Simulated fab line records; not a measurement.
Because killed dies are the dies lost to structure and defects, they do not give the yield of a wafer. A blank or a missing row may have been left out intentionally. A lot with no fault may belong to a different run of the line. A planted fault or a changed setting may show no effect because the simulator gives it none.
Which of the tools did it? | flow sky130 | 6 lots with 18 wafers sampled at 3 steps, on a route of 708 steps

## WHAT THE GAUGES READ, wafer by wafer
SKY_VIA2_OVL_MEAS_13.
lot  | measured     | on         | VIA2_OVL (nm)
L287 | day 36 10:35 | overlay-01 | -12 -14 -9
L290 | day 37 06:46 | overlay-01 | -7 -12 -6
L296 | day 39 19:37 | overlay-02 | -11 -9 -12
L302 | day 41 15:42 | overlay-01 | 2 7 5
L307 | day 42 03:35 | overlay-01 | 1 -3 -4
L309 | day 43 02:37 | overlay-01 | 1 -7 -8

## WHICH TOOL RAN EACH LOT (tool, then ch and the chambers of the sampled wafers, then the start)
lot  | SKY_LDD_N_IMPLANT_08            | SKY_METAL1_SPUTTER_03
L287 | implanter-04 ch 0, day 18 02:58 | pvd-sputter-04, day 31 20:44
L290 | implanter-02 ch 0, day 18 22:03 | pvd-sputter-03, day 32 16:23
L296 | implanter-02 ch 0, day 22 02:23 | pvd-sputter-04, day 35 09:52
L302 | implanter-04 ch 0, day 24 01:10 | pvd-sputter-03, day 37 06:03
L307 | implanter-04 ch 0, day 24 22:23 | pvd-sputter-03, day 37 21:55
L309 | implanter-01 ch 0, day 25 23:59 | pvd-sputter-01, day 38 20:56
- SKY_LDD_N_IMPLANT_08
- SKY_METAL1_SPUTTER_03: material Ti, target thk 5 nm, time 3.3 s.

## THE ANSWER, worked out from the rows above alone
Rule: what is usual is taken from the lots themselves. The widest of any qualifying gaps counts: lots, ordered by their means at a reading, are off when they make up no more than a third of the lots, leave a main group of 4 or more, and stand apart from it by 3 or more times the standard deviation of that group's means. A main group whose means are all the same, to the digits that the tables above print for the reading, isn't used. A lot without any number at a reading at which 4 lots or more have one is off too. All remaining lots with rows at the step are treated as sound.
Nothing can be told from this: no lot is off at any reading shown.

## WHAT THE SIMULATOR HAD PUT IN
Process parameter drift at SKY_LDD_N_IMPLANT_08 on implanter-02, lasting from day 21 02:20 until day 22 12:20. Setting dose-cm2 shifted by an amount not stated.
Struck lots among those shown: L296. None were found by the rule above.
